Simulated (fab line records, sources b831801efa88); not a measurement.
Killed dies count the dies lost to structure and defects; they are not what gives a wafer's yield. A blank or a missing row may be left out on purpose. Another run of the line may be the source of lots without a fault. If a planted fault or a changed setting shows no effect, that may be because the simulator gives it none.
What tool caused it?	flow sky130	12 lots with 36 wafers sampled at 3 steps, on a route of 708 steps

WHAT EACH GAUGE READ, for each wafer
SKY_POLY_GATE_OVL_MEAS_14.
lot	measured	on	POLY_GATE_OVL (nm)
L632	day 17 13:51	overlay-02	-1 0 -2
L638	day 19 10:09	overlay-01	0 -1 7
L639	day 19 19:41	overlay-01	-5 -1 -1
L641	day 20 13:38	overlay-01	3 -1 5
L643	day 21 08:31	overlay-01	-1 -10 -6
L645	day 22 10:10	overlay-01	6 -1 -7
L646	day 22 15:40	overlay-01	-2 -2 2
L647	day 22 21:00	overlay-01	3 1 -7
L648	day 23 04:11	overlay-02	-1 -3 -5
L650	day 24 00:50	overlay-02	2 2 -10
L651	day 24 05:43	overlay-02	-6 1 -7
L652	day 24 14:36	overlay-01	1 -1 1

WHICH TOOL RAN EACH LOT (tool, then ch and the chambers of the sampled wafers, then the start)
lot	SKY_VT_ADJUST_NCORE_STRIP_10	SKY_RES_PROTECT_DEVELOP_06
L632	plasma asher-03 ch 0,1, day 9 14:38	litho track-03 ch 0, day 16 07:29
L638	plasma asher-04 ch 0,1, day 11 01:53	litho track-03 ch 0, day 18 00:52
L639	plasma asher-04 ch 0,1, day 11 09:17	litho track-01 ch 0, day 18 11:08
L641	plasma asher-03 ch 0,1, day 12 01:14	litho track-03 ch 0, day 19 02:53
L643	plasma asher-01 ch 0,1, day 12 12:55	litho track-01 ch 0, day 19 23:32
L645	plasma asher-04 ch 0,1, day 13 06:10	litho track-01 ch 0, day 21 00:29
L646	plasma asher-01 ch 0,1, day 13 14:04	litho track-02 ch 0, day 21 06:40
L647	plasma asher-04 ch 0,1, day 13 19:45	litho track-03 ch 0, day 21 12:19
L648	plasma asher-04 ch 0,1, day 14 03:44	litho track-03 ch 0, day 21 20:14
L650	plasma asher-04 ch 0,1, day 14 18:20	litho track-01 ch 0, day 22 16:50
L651	plasma asher-04 ch 0,1, day 15 00:47	litho track-02 ch 0, day 22 21:01
L652	plasma asher-01 ch 0,1, day 15 09:26	litho track-03 ch 0, day 23 06:37
- SKY_VT_ADJUST_NCORE_STRIP_10: strips in O2/N2.
- SKY_RES_PROTECT_DEVELOP_06: develop time 60 s.

WHAT THE TOOLS THEMSELVES READ (means of the sampled wafers that have a number; where no wafer has one, the mark that the record gives instead)
SKY_VT_ADJUST_NCORE_STRIP_10.
lot	tool	drypump motor current A (A)	oes product au (a.u.)	strip time to endpoint s (s)
L632	plasma asher-03	5.64	0.716	14.11
L638	plasma asher-04	5.49	0.713	14.13
L639	plasma asher-04	5.50	0.715	14.17
L641	plasma asher-03	5.64	0.720	14.15
L643	plasma asher-01	5.60	0.712	14.17
L645	plasma asher-04	5.60	0.719	14.21
L646	plasma asher-01	5.80	0.717	14.21
L647	plasma asher-04	5.50	0.712	14.14
L648	plasma asher-04	5.52	0.714	14.18
L650	plasma asher-04	5.59	0.716	14.14
L651	plasma asher-04	5.59	0.716	14.12
L652	plasma asher-01	5.77	0.717	14.16

SKY_RES_PROTECT_DEVELOP_06.
lot	tool	developer temp C (C)	resist line temp C (C)
L632	litho track-03	23.03	22.99
L638	litho track-03	22.01	22.86
L639	litho track-01	23.13	22.98
L641	litho track-03	21.90	22.95
L643	litho track-01	23.10	22.96
L645	litho track-01	23.17	23.04
L646	litho track-02	22.99	22.91
L647	litho track-03	23.09	22.94
L648	litho track-03	23.02	23.04
L650	litho track-01	22.88	22.97
L651	litho track-02	23.03	23.06
L652	litho track-03	22.96	22.98

THE ANSWER, worked out from the rows above alone
Rule: what is usual is taken from the lots themselves. Put in order of their means at a reading, lots are off if they are a third of the lots or fewer, leave a main group of 4 or more, and stand apart from it by a gap of 3 or more times the standard deviation of the main group's means; of several such gaps the widest counts. A main group is skipped when, at the precision printed for the reading in the tables above, its means are all equal. Also off: a lot with no number at a reading for which 4 or more lots have one. Any other lot the step has rows for is counted as sound. First the gauges in route order, then the tools' own readings, where a lot's mean is used as printed above. At the first step where some lot is off, the reading lying furthest off is the one used; lots without a number count as furthest.
Off: L638, L641, at SKY_RES_PROTECT_DEVELOP_06 (developer temp C). The main group: mean 23.04 C, standard deviation 0.081.
If a tool, at that step or one of the process steps before it, ran each lot that is off and ran no sound lot following the first of them, it fits. Not one of the candidates tried fits.

WHAT WAS PUT IN BY THE SIMULATOR
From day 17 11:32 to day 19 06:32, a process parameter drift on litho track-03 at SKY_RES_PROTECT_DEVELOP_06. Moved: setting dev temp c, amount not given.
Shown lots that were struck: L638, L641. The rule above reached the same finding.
